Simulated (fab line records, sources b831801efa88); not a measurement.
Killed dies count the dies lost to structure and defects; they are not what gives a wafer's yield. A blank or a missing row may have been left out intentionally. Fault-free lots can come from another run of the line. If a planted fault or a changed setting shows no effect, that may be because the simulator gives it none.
fab line records	flow sky130	part 1 of 2: steps 1 to 28 of 40
record: lots: 5	wafers: 15	last-day: 50
route steps=708 shown VIA1@461 METAL2@483
lots that met no fault: from a run of the same line without faults
start-h: start of the lot's first displayed wafer, in hours after the record's first day	wait-h: time in hours since the lot's previous step	" as in the row above	L1.1+2: a row that stands for several wafers	- either no value or no given start	* or withheld: withheld	< > ~ a bound
route shown NAME@n: names a module that has steps shown in the file, with the first one's number in the route	usual: mean/standard deviation of fault-free wafers	same: alike in all rows	chamber/n: place in a boat	sites: readings site by site	_std_site: the values' standard deviation	_edge_site: outer sites' mean less inner sites'	radius-mm: for every site, how far away it sits from the centre of the wafer	mask NAME#n: copy n	behind: the last tool/chamber to shape the wafer	hold: reason for holding the lot/hours on hold/outcome of the hold	device: transistor that didn't switch, given as n, p or np	end of line: the same wafers' tests at the end of the route	where a step has no rows: the recipe by itself	killed: at the first sort, the dies lost to defects and structure; wafer yield is something else	map: a wafer's dies, marking killed ones x, the rest . and places with no die _
set.NAME: setting as actually run; set.NAME@STEP: the setting as run at that earlier step	model.NAME: the simulator's own value behind a step, which no gauge read
certain route steps with their lots: each step a table, each wafer a row
services: when a tool's chamber went out of use (start-h, in hours from the record's first day, below 0 if earlier), for how many hours, and the reason
== steps ==
step: SKY_VIA1_BOW_MEAS_03
recipe: mode: bow
usual: VIA1_BOW: 81/7.4
lot.wafer	tool	chamber	start-h	wait-h	VIA1_BOW[um]
L075.2	film-metro-02	-	766.07	0.2	92
L075.3	"	-	"	"	86
L075.6	"	-	"	"	65
L077.4	film-metro-04	-	788.73	0.3	84
L077.5	"	-	"	"	75
L077.6	"	-	"	"	81
L085.1	film-metro-02	-	849.80	0.1	95
L085.2	"	-	"	"	90
L085.5	"	-	"	"	82
L089.4	film-metro-01	-	874.22	0.2	91
L089.5	"	-	"	"	87
L089.6	"	-	"	"	78
L097.2	film-metro-01	-	927.32	0.2	77
L097.5	"	-	"	"	85
L097.6	"	-	"	"	82
step: SKY_VIA1_DEHYDRATE_04
recipe: temp-c: 200	time-s: 60
usual: plate-temp-C: 200.00/0.16
lot.wafer	tool	chamber	start-h	wait-h	plate-temp-C
L075.2	litho-track-03	0	778.89	12.8	200.18
L075.3	"	0	"	"	200.29
L075.6	"	0	"	"	200.01
L077.4	litho-track-04	0	800.52	11.8	200.04
L077.5	"	0	"	"	200.00
L077.6	"	0	"	"	200.14
L085.1	litho-track-02	0	862.10	12.3	200.04
L085.2	"	0	"	"	199.82
L085.5	"	0	"	"	199.95
L089.4	litho-track-03	0	886.24	12.0	199.91
L089.5	"	0	"	"	200.05
L089.6	"	0	"	"	200.07
L097.2	litho-track-04	0	938.73	11.4	200.11
L097.5	"	0	"	"	200.10
L097.6	"	0	"	"	200.04
step: SKY_VIA1_HMDS_05
recipe: prime-time-s: 60	prime-temp-c: 119.6
lot.wafer	tool	chamber	start-h	wait-h
L075.2+3+6	litho-track-03	0	779.04	0.1
L077.4+5+6	litho-track-04	0	800.67	0.1
L085.1+2+5	litho-track-02	0	862.25	0.1
L089.4+5+6	litho-track-03	0	886.39	0.1
L097.2+5+6	litho-track-04	0	938.88	0.1
step: SKY_VIA1_COAT_06
recipe: resist: BARC	temp-c: withheld	time-s: withheld	spin-rpm: 3000	resist-thk-nm: 60
lot.wafer	tool	chamber	start-h	wait-h
L075.2+3+6	litho-track-03	0	779.19	0.1
L077.4+5+6	litho-track-04	0	800.82	0.1
L085.1+2+5	litho-track-02	0	862.40	0.1
L089.4+5+6	litho-track-03	0	886.54	0.1
L097.2+5+6	litho-track-04	0	939.03	0.1
step: SKY_VIA1_COAT_07
recipe: resist: KrF-thick	spin-rpm: 3000	resist-thk-nm: 450
lot.wafer	tool	chamber	start-h	wait-h
L075.2+3+6	litho-track-03	0	-	-
L077.4+5+6	litho-track-04	0	-	-
L085.1+2+5	litho-track-02	0	-	-
L089.4+5+6	litho-track-03	0	-	-
L097.2+5+6	litho-track-04	0	-	-
step: SKY_VIA1_SOFTBAKE_08
recipe: temp-c: 100	time-s: 90	resist: KrF-thick
usual: plate-temp-C: 100.03/0.14
lot.wafer	tool	chamber	start-h	wait-h	plate-temp-C
L075.2	litho-track-03	0	-	-	99.96
L075.3	"	0	"	"	99.77
L075.6	"	0	"	"	99.70
L077.4	litho-track-04	0	-	-	100.20
L077.5	"	0	"	"	99.98
L077.6	"	0	"	"	100.12
L085.1	litho-track-02	0	-	-	99.91
L085.2	"	0	"	"	100.06
L085.5	"	0	"	"	99.98
L089.4	litho-track-03	0	-	-	100.11
L089.5	"	0	"	"	100.31
L089.6	"	0	"	"	99.97
L097.2	litho-track-04	0	-	-	99.98
L097.5	"	0	"	"	99.75
L097.6	"	0	"	"	99.90
step: SKY_VIA1_EXPOSE_09
recipe: mask-id: VIM	na: 0.8	source-shape: annular	sigma-inner: 0.55	sigma-outer: 0.85	target-cd-nm: 150	dose-mj: 38
usual: stage-vel-mm-s: 499.96/0.27
same: sigma-outer: 0.85
lot.wafer	tool	chamber	start-h	wait-h	mask	stage-vel-mm-s
L075.2	krf-scanner-01	0	-	-	VIM#0	500.46
L075.3	"	0	"	"	VIM#0	499.83
L075.6	"	0	"	"	VIM#0	500.23
L077.4	krf-scanner-01	0	-	-	VIM#0	499.95
L077.5	"	0	"	"	VIM#0	500.27
L077.6	"	0	"	"	VIM#0	500.15
L085.1	krf-scanner-02	0	-	-	VIM#0	500.03
L085.2	"	0	"	"	VIM#0	499.84
L085.5	"	0	"	"	VIM#0	500.38
L089.4	krf-scanner-01	0	-	-	VIM#0	500.29
L089.5	"	0	"	"	VIM#0	500.36
L089.6	"	0	"	"	VIM#0	500.43
L097.2	krf-scanner-02	0	-	-	VIM#0	500.14
L097.5	"	0	"	"	VIM#0	499.99
L097.6	"	0	"	"	VIM#0	499.87
step: SKY_VIA1_PEB_10
recipe: peb-temp-c: withheld	peb-time-s: withheld	resist: KrF-thick
lot.wafer	tool	chamber	start-h	wait-h
L075.2+3+6	litho-track-04	0	-	-
L077.4+5+6	litho-track-02	0	-	-
L085.1+2+5	litho-track-03	0	-	-
L089.4+5+6	litho-track-03	0	-	-
L097.2+5+6	litho-track-04	0	-	-
step: SKY_VIA1_DEVELOP_11
recipe: develop-time-s: 60	resist: KrF-thick	dev-temp-c: 21
lot.wafer	tool	chamber	start-h	wait-h
L075.2+3+6	litho-track-04	0	-	-
L077.4+5+6	litho-track-02	0	-	-
L085.1+2+5	litho-track-03	0	-	-
L089.4+5+6	litho-track-03	0	-	-
L097.2+5+6	litho-track-04	0	-	-
step: SKY_VIA1_CD_MEAS_12
recipe: target-cd-nm: 150
usual: cd-nm: 150.1/2.1
lot.wafer	tool	chamber	start-h	wait-h	cd-nm
L075.2	cd-sem-01	-	792.27	-	150.5
L075.3	"	-	"	"	150.9
L075.6	"	-	"	"	150.5
L077.4	cd-sem-02	-	814.65	-	148.5
L077.5	"	-	"	"	146.8
L077.6	"	-	"	"	147.3
L085.1	cd-sem-02	-	876.46	-	149.4
L085.2	"	-	"	"	149.2
L085.5	"	-	"	"	150.5
L089.4	cd-sem-01	-	899.67	-	146.8
L089.5	"	-	"	"	147.1
L089.6	"	-	"	"	146.4
L097.2	cd-sem-01	-	951.47	-	152.9
L097.5	"	-	"	"	151.6
L097.6	"	-	"	"	150.6
step: SKY_VIA1_OVL_MEAS_13
usual: VIA1_OVL: 3/4.5
lot.wafer	tool	chamber	start-h	wait-h	VIA1_OVL[nm]
L075.2	overlay-02	-	792.38	0.1	5
L075.3	"	-	"	"	9
L075.6	"	-	"	"	5
L077.4	overlay-02	-	814.73	0.1	6
L077.5	"	-	"	"	7
L077.6	"	-	"	"	8
L085.1	overlay-01	-	876.58	0.1	8
L085.2	"	-	"	"	5
L085.5	"	-	"	"	7
L089.4	overlay-02	-	899.75	0.1	1
L089.5	"	-	"	"	2
L089.6	"	-	"	"	7
L097.2	overlay-01	-	951.58	0.1	2
L097.5	"	-	"	"	3
L097.6	"	-	"	"	5
step: SKY_VIA1_ETCH_14
recipe: chemistry: N2/H2	target: BARC	ion-energy-ev: 200	source-w: 500	bias-w: 100	pressure-mtorr: 30	n2-flow-sccm: 100	h2-flow-sccm: 200	stop-on: SiO2	time-s: 45.9	target-depth-a: 600
usual: drypump-motor-current-A: 5.6/0.34	oes-product-au: 0.854/0.0048	throttle-valve-pct: 13.224/0.0092
lot.wafer	tool	chamber	start-h	wait-h	drypump-motor-current-A	oes-product-au	rf-hours-counter-h	throttle-valve-pct
L075.2	rie-diel-01	1	792.41	0.0	5.9	0.850	3	13.204
L075.3	"	2	"	"	5.1	0.858	14	13.229
L075.6	"	2	"	"	5.1	0.853	-	13.236
L077.4	rie-diel-01	2	814.75	0.0	5.0	0.854	15	13.201
L077.5	"	2	"	"	5.1	0.854	-	13.224
L077.6	"	3	"	"	5.0	0.860	-	13.211
L085.1	rie-diel-01	1	876.62	0.0	5.9	0.851	5	13.230
L085.2	"	0	"	"	5.5	0.843	6	13.219
L085.5	"	2	"	"	5.1	0.854	-	13.227
L089.4	rie-diel-02	3	899.77	0.0	5.7	0.863	13	13.233
L089.5	"	0	"	"	5.5	0.859	-	13.244
L089.6	"	3	"	"	5.7	0.854	-	13.232
L097.2	rie-diel-02	1	951.61	0.0	6.0	0.854	17	13.217
L097.5	"	2	"	"	6.2	0.858	-	13.216
L097.6	"	1	"	"	6.0	0.859	-	13.217
step: SKY_VIA1_ETCH_15
recipe: target: SiO2	chemistry: C4F8/O2/Ar	target-depth-nm: 351	stop-on: TiN	mask-material: KrF-thick	source-w: 1500	bias-w: 1200	pressure-mtorr: 40	c4f8-flow-sccm: withheld	O2_flow_sccm: 6	Ar_flow_sccm: 300	time-s: 54
usual: oes-product-au: 0.982/0.0053
lot.wafer	tool	chamber	start-h	wait-h	oes-product-au	rf-hours-counter-h
L075.2	rie-diel-01	1	792.45	0.0	0.982	3
L075.3	"	2	"	"	0.979	14
L075.6	"	2	"	"	0.981	-
L077.4	rie-diel-01	2	814.79	0.0	0.970	15
L077.5	"	2	"	"	0.978	-
L077.6	"	3	"	"	0.979	-
L085.1	rie-diel-01	1	876.66	0.0	0.982	5
L085.2	"	0	"	"	0.981	6
L085.5	"	2	"	"	0.979	-
L089.4	rie-diel-02	3	899.81	0.0	0.985	13
L089.5	"	0	"	"	0.981	-
L089.6	"	3	"	"	0.989	-
L097.2	rie-diel-02	1	951.65	0.0	0.983	17
L097.5	"	2	"	"	0.991	-
L097.6	"	1	"	"	0.975	-
step: SKY_VIA1_STRIP_16
recipe: chemistry: O2/N2	power-w: 1400	pressure-mtorr: 1500	platen-temp-c: withheld	o2-flow-sccm: 3000	n2-flow-sccm: 300	overash-fraction: 0.5
usual: drypump-motor-current-A: 5.4/0.56	oes-product-au: 0.416/0.0041	strip-time-to-endpoint-s: 4.456/0.02
lot.wafer	tool	chamber	start-h	wait-h	drypump-motor-current-A	oes-product-au	rf-hours-counter-h	strip-time-to-endpoint-s
L075.2	plasma-asher-04	1	792.49	0.0	5.5	0.415	93	4.440
L075.3	"	1	"	"	5.5	0.415	-	4.489
L075.6	"	0	"	"	6.3	0.419	-	4.481
L077.4	plasma-asher-04	1	814.87	0.1	5.5	0.410	-	4.477
L077.5	"	0	"	"	6.3	0.413	-	4.469
L077.6	"	1	"	"	5.4	0.413	-	4.435
L085.1	plasma-asher-03	0	876.71	0.0	5.7	0.413	76	4.445
L085.2	"	1	"	"	4.6	0.416	76	4.449
L085.5	"	1	"	"	4.7	0.411	-	4.453
L089.4	plasma-asher-03	1	899.89	0.1	4.6	0.416	-	4.470
L089.5	"	1	"	"	4.6	0.418	-	4.481
L089.6	"	0	"	"	5.7	0.421	-	4.495
L097.2	plasma-asher-03	0	951.70	0.0	5.7	0.416	85	4.470
L097.5	"	1	"	"	4.7	0.414	-	4.422
L097.6	"	0	"	"	5.7	0.416	-	4.463
step: SKY_VIA1_STRIP_17
recipe: chemistry: post-etch-residue-remover	time-s: 1200	temp-c: 72.5
lot.wafer	tool	chamber	start-h	wait-h
L075.2+3+6	wet-bench-01	0	792.59	0.1
L077.4+5+6	wet-bench-01	3	814.94	0.0
L085.1+2+5	wet-bench-04	3	876.81	0.1
L089.4+5+6	wet-bench-03	0	899.96	0.0
L097.2+5+6	wet-bench-04	3	951.80	0.1
step: SKY_VIA1_CLEAN_18
recipe: chemistry: IPA	time-s: 180	temp-c: 25
lot.wafer	tool	chamber	start-h	wait-h
L075.2+3+6	wet-bench-04	1	792.94	0.0
L077.4+5+6	wet-bench-04	1	815.28	0.0
L085.1+2+5	wet-bench-03	1	877.15	0.0
L089.4+5+6	wet-bench-04	1	900.36	0.0
L097.2+5+6	wet-bench-03	0	952.14	0.0
step: SKY_VIA1_CLEAN_19
recipe: chemistry: O3/DIW	dry: n2-spin
lot.wafer	tool	chamber	start-h	wait-h
L075.2+3+6	wet-bench-03	0	792.99	0.0
L077.4+5+6	wet-bench-03	1	815.34	0.0
L085.1+2+5	wet-bench-01	1	877.21	0.0
L089.4+5+6	wet-bench-03	0	900.44	0.0
L097.2+5+6	wet-bench-04	1	952.20	0.0
step: SKY_VIA1_SPUTTER_20
recipe: material: TiN	target-thk-nm: 20	chamber-pressure-pa: 5	power-w: 4000	time-s: 80
usual: throttle-valve-pct: 29.8/1.2
lot.wafer	tool	chamber	start-h	wait-h	throttle-valve-pct
L075.2	pvd-sputter-03	-	793.19	0.0	29.7
L075.3	"	-	"	"	28.8
L075.6	"	-	"	"	29.5
L077.4	pvd-sputter-01	-	815.43	0.0	28.7
L077.5	"	-	"	"	28.6
L077.6	"	-	"	"	29.7
L085.1	pvd-sputter-02	-	877.30	0.0	30.8
L085.2	"	-	"	"	30.0
L085.5	"	-	"	"	30.3
L089.4	pvd-sputter-03	-	900.55	0.0	29.0
L089.5	"	-	"	"	29.0
L089.6	"	-	"	"	28.8
L097.2	pvd-sputter-01	-	952.29	0.0	28.3
L097.5	"	-	"	"	32.4
L097.6	"	-	"	"	28.4
step: SKY_VIA1_CVD_21
recipe: material: W	target-thk-nm: 270	time-s: 80.902	temp-c: 400	pressure-torr: 40
usual: heater-power-w: 767/23
lot.wafer	tool	chamber	start-h	wait-h	heater-power-w
L075.2	cvd-w-02	0	793.26	0.0	787
L075.3	"	1	"	"	801
L075.6	"	0	"	"	800
L077.4	cvd-w-02	0	815.52	0.1	782
L077.5	"	0	"	"	788
L077.6	"	1	"	"	784
L085.1	cvd-w-01	1	877.37	0.0	742
L085.2	"	0	"	"	772
L085.5	"	0	"	"	763
L089.4	cvd-w-01	0	900.64	0.1	763
L089.5	"	1	"	"	770
L089.6	"	0	"	"	757
L097.2	cvd-w-01	0	952.35	0.0	748
L097.5	"	1	"	"	763
L097.6	"	0	"	"	779
step: SKY_VIA1_RS_MEAS_22
recipe: thk-meas-gauge: four-point-probe	reads: W_of_VIA1_CVD_21+TiN_of_VIA1_SPUTTER_20
usual: VIA1_W_RS: 0.428/0.0039
lot.wafer	tool	chamber	start-h	wait-h	VIA1_W_RS[ohm/sq]
L075.2	film-metro-01	-	793.37	0.1	0.428
L075.3	"	-	"	"	0.427
L075.6	"	-	"	"	0.425
L077.4	film-metro-02	-	815.64	0.1	0.425
L077.5	"	-	"	"	0.426
L077.6	"	-	"	"	0.427
L085.1	film-metro-01	-	877.46	0.1	0.421
L085.2	"	-	"	"	0.427
L085.5	"	-	"	"	0.420
L089.4	film-metro-04	-	900.76	0.1	0.425
L089.5	"	-	"	"	0.429
L089.6	"	-	"	"	0.423
L097.2	film-metro-04	-	952.46	0.1	0.423
L097.5	"	-	"	"	0.421
L097.6	"	-	"	"	0.426
step: SKY_VIA1_THK_MEAS_23
recipe: thk-meas-gauge: xrf	reads: W_of_VIA1_CVD_21
usual: VIA1_W_THK: 272/4.6
lot.wafer	tool	chamber	start-h	wait-h	VIA1_W_THK[nm]
L075.2	film-metro-01	-	793.48	0.1	275
L075.3	"	-	"	"	278
L075.6	"	-	"	"	276
L077.4	film-metro-02	-	815.73	0.1	270
L077.5	"	-	"	"	270
L077.6	"	-	"	"	269
L085.1	film-metro-01	-	877.58	0.1	275
L085.2	"	-	"	"	272
L085.5	"	-	"	"	277
L089.4	film-metro-04	-	900.85	0.1	276
L089.5	"	-	"	"	274
L089.6	"	-	"	"	278
L097.2	film-metro-04	-	952.57	0.1	280
L097.5	"	-	"	"	282
L097.6	"	-	"	"	277
step: SKY_VIA1_CMP_24
recipe: stop-on: SiO2	t-overpolish-s: 15	down-force-psi: 3.5	platen-rpm: 60	target-thk-nm: 0	pad-velocity-m-s: 0.94248
usual: motor-current-A: 10.4/1	overpolish-run-s: 14.999/0.0086	time-to-endpoint-s: 64.8/2.8
lot.wafer	tool	chamber	start-h	wait-h	motor-current-A	overpolish-run-s	time-to-endpoint-s
L075.2	cmp-01	2	793.58	0.1	10.5	15.004	66.6
L075.3	"	3	"	"	11.4	14.993	65.8
L075.6	"	2	"	"	10.7	14.996	61.5
L077.4	cmp-02	0	815.76	0.0	10.7	14.998	69.3
L077.5	"	0	"	"	9.9	14.990	65.8
L077.6	"	1	"	"	10.2	15.004	70.3
L085.2	cmp-01	1	877.64	0.0	8.7	14.999	64.5
L085.1	"	2	"	"	10.0	14.982	61.5
L085.5	"	2	"	"	10.2	15.011	61.3
L089.4	cmp-01	3	900.93	0.1	11.1	15.015	61.4
L089.5	"	2	"	"	10.5	14.996	58.5
L089.6	"	3	"	"	11.5	14.986	63.6
L097.2	cmp-02	3	952.72	0.1	11.3	14.997	64.9
L097.6	"	1	"	"	10.3	15.009	68.3
L097.5	"	2	"	"	9.3	15.008	66.5
step: SKY_METAL2_SPUTTER_00
recipe: material: Ti	target-thk-nm: 15	power-w: 3000	time-s: 10	chamber-pressure-pa: 0.386
usual: throttle-valve-pct: 29.8/0.94
lot.wafer	tool	chamber	start-h	wait-h	throttle-valve-pct
L075.2	pvd-sputter-02	-	793.83	0.2	30.3
L075.3	"	-	"	"	29.0
L075.6	"	-	"	"	28.9
L077.4	pvd-sputter-02	-	816.06	0.2	30.0
L077.5	"	-	"	"	31.1
L077.6	"	-	"	"	28.8
L085.1	pvd-sputter-01	-	877.94	0.2	29.7
L085.2	"	-	"	"	29.5
L085.5	"	-	"	"	28.4
L089.4	pvd-sputter-04	-	901.18	0.2	29.3
L089.5	"	-	"	"	30.1
L089.6	"	-	"	"	28.8
L097.2	pvd-sputter-02	-	952.92	0.1	31.1
L097.5	"	-	"	"	30.3
L097.6	"	-	"	"	29.7
step: SKY_METAL2_SPUTTER_01
recipe: material: TiN	target-thk-nm: 20	power-w: 6500	time-s: 16.7	chamber-pressure-pa: 0.4
usual: throttle-valve-pct: 29.8/0.94
lot.wafer	tool	chamber	start-h	wait-h	throttle-valve-pct
L075.2	pvd-sputter-02	-	793.85	0.0	30.3
L075.3	"	-	"	"	28.8
L075.6	"	-	"	"	29.0
L077.4	pvd-sputter-02	-	816.09	0.0	29.7
L077.5	"	-	"	"	30.9
L077.6	"	-	"	"	28.9
L085.1	pvd-sputter-01	-	877.96	0.0	29.8
L085.2	"	-	"	"	29.4
L085.5	"	-	"	"	28.6
L089.4	pvd-sputter-04	-	901.20	0.0	29.1
L089.5	"	-	"	"	29.7
L089.6	"	-	"	"	29.2
L097.2	pvd-sputter-02	-	952.94	0.0	30.9
L097.5	"	-	"	"	30.1
L097.6	"	-	"	"	29.8
step: SKY_METAL2_SPUTTER_02
recipe: material: AlCu	target-thk-nm: 250	power-w: 10600	time-s: 13.3	chamber-pressure-pa: 0.4
usual: throttle-valve-pct: 29.8/0.94
lot.wafer	tool	chamber	start-h	wait-h	throttle-valve-pct
L075.2	pvd-sputter-02	-	793.88	0.0	30.1
L075.3	"	-	"	"	28.8
L075.6	"	-	"	"	28.9
L077.4	pvd-sputter-02	-	816.11	0.0	29.7
L077.5	"	-	"	"	30.8
L077.6	"	-	"	"	28.8
L085.1	pvd-sputter-01	-	877.99	0.0	29.7
L085.2	"	-	"	"	29.7
L085.5	"	-	"	"	28.4
L089.4	pvd-sputter-04	-	901.23	0.0	29.4
L089.5	"	-	"	"	30.1
L089.6	"	-	"	"	29.4
L097.2	pvd-sputter-02	-	952.97	0.0	31.1
L097.5	"	-	"	"	30.4
L097.6	"	-	"	"	29.9
step: SKY_METAL2_SPUTTER_03
recipe: material: Ti	target-thk-nm: 5	power-w: 3000	time-s: 3.3	chamber-pressure-pa: 0.4
usual: throttle-valve-pct: 29.8/0.93
lot.wafer	tool	chamber	start-h	wait-h	throttle-valve-pct
L075.2	pvd-sputter-02	-	793.90	0.0	30.1
L075.3	"	-	"	"	29.0
L075.6	"	-	"	"	29.1
L077.4	pvd-sputter-02	-	816.14	0.0	30.0
L077.5	"	-	"	"	30.8
L077.6	"	-	"	"	29.0
L085.1	pvd-sputter-01	-	878.01	0.0	29.7
L085.2	"	-	"	"	29.0
L085.5	"	-	"	"	28.4
L089.4	pvd-sputter-04	-	901.25	0.0	29.3
L089.5	"	-	"	"	30.0
L089.6	"	-	"	"	28.9
L097.2	pvd-sputter-02	-	952.99	0.0	31.3
L097.5	"	-	"	"	30.2
L097.6	"	-	"	"	29.9
step: SKY_METAL2_SPUTTER_04
recipe: material: TiN	target-thk-nm: 70	power-w: 6500	time-s: 58.3	chamber-pressure-pa: 0.4
usual: throttle-valve-pct: 29.8/0.94
lot.wafer	tool	chamber	start-h	wait-h	throttle-valve-pct
L075.2	pvd-sputter-02	-	793.92	0.0	30.3
L075.3	"	-	"	"	28.5
L075.6	"	-	"	"	28.7
L077.4	pvd-sputter-02	-	816.16	0.0	29.7
L077.5	"	-	"	"	30.6
L077.6	"	-	"	"	28.9
L085.1	pvd-sputter-01	-	878.03	0.0	29.5
L085.2	"	-	"	"	29.5
L085.5	"	-	"	"	28.7
L089.4	pvd-sputter-04	-	901.27	0.0	29.3
L089.5	"	-	"	"	30.1
L089.6	"	-	"	"	29.0
L097.2	pvd-sputter-02	-	953.01	0.0	30.8
L097.5	"	-	"	"	30.4
L097.6	"	-	"	"	29.9
step: SKY_METAL2_RS_MEAS_05
recipe: thk-meas-gauge: four-point-probe	reads: TiN_of_METAL2_SPUTTER_04+Ti_of_METAL2_SPUTTER_03+AlCu_of_METAL2_SPUTTER_02+TiN_of_METAL2_SPUTTER_01+Ti_of_METAL2_SPUTTER_00
usual: METAL2_ALCU_RS: 0.1264/0.0013
lot.wafer	tool	chamber	start-h	wait-h	METAL2_ALCU_RS[ohm/sq]
L075.2	film-metro-01	-	793.99	0.0	0.1257
L075.3	"	-	"	"	0.1251
L075.6	"	-	"	"	0.1252
L077.4	film-metro-04	-	816.26	0.1	0.1250
L077.5	"	-	"	"	0.1257
L077.6	"	-	"	"	0.1260
L085.1	film-metro-04	-	878.08	0.0	0.1250
L085.2	"	-	"	"	0.1247
L085.5	"	-	"	"	0.1247
L089.4	film-metro-04	-	901.38	0.1	0.1257
L089.5	"	-	"	"	0.1268
L089.6	"	-	"	"	0.1263
L097.2	film-metro-01	-	953.08	0.0	0.1251
L097.5	"	-	"	"	0.1253
L097.6	"	-	"	"	0.1265
